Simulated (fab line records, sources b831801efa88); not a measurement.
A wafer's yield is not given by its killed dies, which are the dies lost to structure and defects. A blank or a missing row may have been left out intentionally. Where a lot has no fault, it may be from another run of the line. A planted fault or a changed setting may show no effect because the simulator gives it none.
Matching of chambers    flow gf180mcu    4 sister chambers for GF_V4_CMP_04 on cmp-01
The step polishes SiO2. 8 wafers are shown with their chamber, then 12 later ones without.

## WAFERS WITH THEIR CHAMBER
wafer   chamber  motor current A (A)  retaining ring pressure frac
L081.4  0        11.4                 0.996
L089.2  2        10.9                 1.005
L089.3  0        10.8                 1.004
L089.5  1        12.3                 0.996
L090.3  1        11.7                 1.002
L091.2  3        13.2                 1.006
L091.4  2        10.8                 0.998
L091.5  3        12.7                 1.009

## WAFERS WITH NO CHAMBER GIVEN
wafer   motor current A (A)  retaining ring pressure frac
L093.1  11.3                 0.994
L093.3  11.8                 0.993
L093.4  12.8                 1.008
L095.1  12.1                 0.992
L095.4  11.1                 1.008
L095.6  11.0                 0.995
L096.2  12.1                 1.004
L096.4  12.8                 1.001
L096.5  10.5                 1.008
L097.2  11.5                 1.000
L097.4  10.9                 1.007
L097.5  11.9                 0.999

## EACH ONE'S CHAMBER
wafer    from the rows above            in truth
L093.1   can't be placed: 0 or 2 or 1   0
L093.3   can't be placed: 1 or 0 or 2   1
L093.4   3                              3
L095.1   can't be placed: 1 or 0        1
L095.4   can't be placed: 2 or 0 or 1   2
L095.6   can't be placed: 0 or 2 or 1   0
L096.2   can't be placed: 1 or 3 or 0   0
L096.4   can't be placed: 3 or 1        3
L096.5   can't be placed: 2 or 0        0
L097.2   can't be placed: 0 or 1 or 2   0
L097.4   can't be placed: 2 or 0        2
L097.5   1                              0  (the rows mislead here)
Correctly placed: 1 of 12. Can't be placed from these rows: 10 (the true chamber is among the candidates in 10). 1 placed wrongly.
How it was worked out, from the rows above alone: a wafer's distance from a chamber is the root of the sum, over the readings, of the square of ((its reading less the chamber's mean) divided by the reading's scatter). The wafer belongs to the nearest chamber; if the next one is less than 2 further off, it can't be placed. A chamber's mean is the mean of its shown wafers. The scatter is the square root of a quotient: the sum, over the shown wafers, of each reading's squared deviation from its chamber's mean, divided by wafers minus chambers.
